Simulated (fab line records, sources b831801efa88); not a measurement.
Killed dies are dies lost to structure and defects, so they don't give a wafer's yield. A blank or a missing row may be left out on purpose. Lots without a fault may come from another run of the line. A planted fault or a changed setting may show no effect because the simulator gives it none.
Chamber matching | flow sky130 | SKY_VIA1_HDPCVD_00 on hdpcvd-01: 3 sister chambers
The step deposits SiO2, target thk 1030 nm, time 171.7 s. 6 wafers are shown with their chamber, then 8 later ones without.

WAFERS WITH THEIR CHAMBER
wafer  | chamber | sih4_flow_sccm (sccm)
L310.4 | 0       | 60.33
L312.3 | 0       | 59.99
L312.6 | 2       | 60.14
L315.2 | 2       | 59.62
L316.1 | 1       | 59.88
L316.6 | 1       | 59.96

WAFERS WITHOUT THEIR CHAMBER
wafer  | sih4_flow_sccm (sccm)
L317.1 | 59.76
L317.2 | 59.91
L324.1 | 59.71
L324.3 | 60.34
L324.6 | 59.95
L323.4 | 59.75
L323.5 | 60.07
L323.6 | 59.72

WHICH CHAMBER EACH WENT THROUGH
wafer  | from the rows above          | in truth
L317.1 | can't be placed: 2 or 1 or 0 | 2
L317.2 | can't be placed: 1 or 2 or 0 | 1
L324.1 | can't be placed: 2 or 1 or 0 | 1
L324.3 | can't be placed: 0 or 1 or 2 | 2
L324.6 | can't be placed: 1 or 2 or 0 | 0
L323.4 | can't be placed: 2 or 1 or 0 | 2
L323.5 | can't be placed: 0 or 1 or 2 | 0
L323.6 | can't be placed: 2 or 1 or 0 | 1
Placed correctly: 0 of 8. Can't be placed from these rows: 8 (the true chamber is among the candidates in 8). Placed wrongly: 0.
How it was worked out, from the rows above alone: a wafer's distance from a chamber is the root of the sum, over the readings, of the square of ((its reading less the chamber's mean) divided by the reading's scatter). The wafer belongs to the nearest chamber; if the next one is less than 2 further off, it can't be placed. A chamber's mean is the mean of its shown wafers. The scatter: the root of (the sum of the squares of (reading less its chamber's mean) over the shown wafers, divided by (wafers less chambers)).
